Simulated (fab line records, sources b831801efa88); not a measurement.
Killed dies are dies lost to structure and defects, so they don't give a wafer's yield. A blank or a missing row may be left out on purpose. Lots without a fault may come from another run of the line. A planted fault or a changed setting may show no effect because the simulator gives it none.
Which tool did it? | flow sky130 | 6 lots, 18 wafers sampled, at 1 step of a route of 708

WHAT THE GAUGES READ, wafer by wafer
SKY_CAP2M_OVL_MEAS_12.
lot  | measured     | on         | CAP2M_OVL (nm)
L697 | day 40 14:22 | overlay-01 | 0.0 0.7 0.0
L699 | day 42 04:25 | overlay-01 | 1.8 1.9 0.3
L706 | day 44 05:43 | overlay-02 | -0.6 1.3 1.3
L712 | day 45 22:33 | overlay-02 | 1.9 1.2 2.2
L714 | day 46 03:04 | overlay-01 | 2.6 1.3 2.8
L718 | day 47 09:55 | overlay-01 | 0.1 1.7 0.7

WHICH TOOL RAN EACH LOT (tool, then ch and the chambers of the sampled wafers, then the start)
The record holds no process step before these readings.

THE ANSWER, worked out from the rows above alone
Rule: what is usual is taken from the lots themselves. Put in order of their means at a reading, lots are off if they are a third of the lots or fewer, leave a main group of 4 or more, and stand apart from it by a gap of 3 or more times the standard deviation of the main group's means; of several such gaps the widest counts. A main group whose means are all the same, to the digits that the tables above print for the reading, isn't used. A lot without any number at a reading at which 4 lots or more have one is off too. The other lots that the step has rows for count as sound.
No lot is off at any reading shown: from this, nothing can be told.

WHAT THE SIMULATOR HAD PUT IN
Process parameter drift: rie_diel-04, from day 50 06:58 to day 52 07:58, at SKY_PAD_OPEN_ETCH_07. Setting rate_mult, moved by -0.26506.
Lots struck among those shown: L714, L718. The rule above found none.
